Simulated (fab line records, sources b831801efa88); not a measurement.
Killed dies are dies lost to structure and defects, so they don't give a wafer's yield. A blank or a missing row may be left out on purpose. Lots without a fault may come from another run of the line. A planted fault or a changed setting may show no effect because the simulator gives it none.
Which tool did it? | flow gf180mcu | 6 lots, 18 wafers sampled, at 3 steps of a route of 602

WHAT THE GAUGES READ, wafer by wafer
GF_HV_LDD_CD_MEAS_19: target cd 400 nm.
lot  | measured     | on        | cd_nm (nm)
L252 | day 11 08:29 | cd_sem-01 | 401.1 404.1 404.1
L256 | day 12 08:34 | cd_sem-02 | 401.3 402.4 402.3
L261 | day 13 17:53 | cd_sem-02 | 402.5 403.3 401.7
L265 | day 15 01:59 | cd_sem-01 | 404.7 403.6 403.3
L267 | day 15 21:01 | cd_sem-02 | 381.1 381.9 385.1
L272 | day 17 07:34 | cd_sem-02 | 406.0 403.2 402.4

WHICH TOOL RAN EACH LOT (tool, then ch and the chambers of the sampled wafers, then the start)
lot  | GF_VT_IMPLANT_STRIP_42               | GF_HV_LDD_EXPOSE_16
L252 | plasma_asher-04 ch 0,1, day 8 02:39  | iline_stepper-02 ch 0, day 10 23:02
L256 | plasma_asher-01 ch 0,1, day 8 23:10  | iline_stepper-02 ch 0, day 11 22:55
L261 | plasma_asher-04 ch 0,1, day 10 06:53 | iline_stepper-01 ch 0, day 13 08:29
L265 | plasma_asher-02 ch 0,1, day 11 08:31 | iline_stepper-01 ch 0, day 14 15:48
L267 | plasma_asher-04 ch 0,1, day 11 22:56 | iline_stepper-02 ch 0, day 15 10:48
L272 | plasma_asher-01 ch 0,1, day 13 07:58 | iline_stepper-01 ch 0, day 16 20:41
- GF_VT_IMPLANT_STRIP_42: strips in O2/N2.
- GF_HV_LDD_EXPOSE_16: exposes mask Pplus LV AREA, target cd 400 nm.

THE ANSWER, worked out from the rows above alone
Rule: what is usual is taken from the lots themselves. Put in order of their means at a reading, lots are off if they are a third of the lots or fewer, leave a main group of 4 or more, and stand apart from it by a gap of 3 or more times the standard deviation of the main group's means; of several such gaps the widest counts. A main group whose means are all the same, to the digits that the tables above print for the reading, isn't used. A lot without any number at a reading at which 4 lots or more have one is off too. The other lots that the step has rows for count as sound.
Off: L267, at GF_HV_LDD_CD_MEAS_19 (cd_nm). The main group: mean 403.1 nm, standard deviation 0.74.
A tool fits if, at a process step before that reading, it ran every lot that is off, and no sound lot after the first of them. The gauges at GF_HV_LDD_CD_MEAS_19 are tried like those tools. Can't be told from this: 2 tools fit, plasma_asher-04 at GF_VT_IMPLANT_STRIP_42, iline_stepper-02 at GF_HV_LDD_EXPOSE_16.

WHAT THE SIMULATOR HAD PUT IN
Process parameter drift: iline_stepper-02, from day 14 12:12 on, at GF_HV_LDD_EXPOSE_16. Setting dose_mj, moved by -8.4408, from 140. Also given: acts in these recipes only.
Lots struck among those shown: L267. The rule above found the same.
